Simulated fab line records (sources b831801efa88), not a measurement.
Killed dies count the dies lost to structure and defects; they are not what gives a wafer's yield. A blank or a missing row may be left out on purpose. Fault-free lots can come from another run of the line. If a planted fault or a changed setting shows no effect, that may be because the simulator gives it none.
The tool behind it: which one? ; flow gf180mcu ; 12 lots, 36 wafers sampled, at 3 steps of a route of 602

WHAT THE GAUGES SHOWED, per wafer
GF_M4_CD_MEAS_14 targets a cd of 280 nm.
lot;measured;on;cd nm (nm)
L972;day 23 20:43;cd sem-01;279.5 280.6 280.6
L973;day 23 23:14;cd sem-01;279.8 279.7 280.0
L976;day 25 03:09;cd sem-01;279.7 279.9 280.2
L977;day 25 06:32;cd sem-01;281.8 281.8 282.0
L978;day 25 10:25;cd sem-02;279.1 277.6 277.7
L979;day 25 17:40;cd sem-02;279.0 278.8 279.4
L980;day 26 05:31;cd sem-01;281.5 282.3 280.3
L982;day 27 00:46;cd sem-01;282.1 279.8 280.9
L988;day 28 15:09;cd sem-01;278.2 277.7 277.7
L990;day 29 09:14;cd sem-02;279.3 278.5 278.9
L994;day 30 07:07;cd sem-01;278.8 281.1 281.0
L995;day 30 12:55;cd sem-02;277.8 277.0 278.8

GF_M4_OVL_MEAS_15.
lot;measured;on;M4_OVL (nm)
L972;day 23 20:49;overlay-01;3 0 3
L973;day 23 23:22;overlay-01;-4 -6 0
L976;day 25 03:16;overlay-01;0 2 -3
L977;day 25 06:37;overlay-02;-2 -2 -1
L978;day 25 10:32;overlay-02;-11 -5 -11
L979;day 25 17:48;overlay-02;-3 -9 -1
L980;day 26 05:37;overlay-01;15 4 11
L982;day 27 00:53;overlay-02;7 14 3
L988;day 28 15:16;overlay-01;3 4 0
L990;day 29 09:21;overlay-02;4 8 0
L994;day 30 07:13;overlay-02;-2 -4 0
L995;day 30 13:01;overlay-02;6 10 1

EACH LOT AND THE TOOL THAT RAN IT (in order: tool; ch and the chambers of the sampled wafers; start)
lot;GF_V3_SPUTTER_21
L972;pvd sputter-02, day 22 21:31
L973;pvd sputter-03, day 23 00:22
L976;pvd sputter-01, day 24 04:50
L977;pvd sputter-01, day 24 07:29
L978;pvd sputter-02, day 24 12:17
L979;pvd sputter-02, day 24 19:14
L980;pvd sputter-02, day 25 07:50
L982;pvd sputter-02, day 26 02:58
L988;pvd sputter-02, day 27 18:57
L990;pvd sputter-03, day 28 12:22
L994;pvd sputter-03, day 29 11:43
L995;pvd sputter-01, day 29 17:32
- GF_V3_SPUTTER_21: material Ti, target thk 15 nm, time 80.02 s.

AS READ BY THE TOOLS THEMSELVES (means over the sampled wafers that have a number; for cases with no such wafer, the mark the record gives instead)
GF_V3_SPUTTER_21.
lot;tool;throttle valve pct (%)
L972;pvd sputter-02;30.4
L973;pvd sputter-03;30.6
L976;pvd sputter-01;30.7
L977;pvd sputter-01;31.1
L978;pvd sputter-02;29.0
L979;pvd sputter-02;30.5
L980;pvd sputter-02;29.5
L982;pvd sputter-02;30.1
L988;pvd sputter-02;29.8
L990;pvd sputter-03;30.0
L994;pvd sputter-03;30.7
L995;pvd sputter-01;30.7

THE ANSWER, worked out from the rows above alone
Rule: usual is defined by the lots themselves. The widest of any qualifying gaps counts: lots, ordered by their means at a reading, are off when they make up no more than a third of the lots, leave a main group of 4 or more, and stand apart from it by 3 or more times the standard deviation of that group's means. A main group is skipped when, at the precision printed for the reading in the tables above, its means are all equal. Also off: a lot with no number at a reading for which 4 or more lots have one. All remaining lots with rows at the step are treated as sound. The gauges are gone through in route order, then the tools' own readings, and for those a lot's mean is taken as printed above. The first step at which some lot is off is used, and at that step the reading that is off furthest; a lot without a number counts as furthest.
No lot is off on any of the readings shown, so nothing can be concluded from this.

WHAT THE SIMULATOR HAD INSERTED
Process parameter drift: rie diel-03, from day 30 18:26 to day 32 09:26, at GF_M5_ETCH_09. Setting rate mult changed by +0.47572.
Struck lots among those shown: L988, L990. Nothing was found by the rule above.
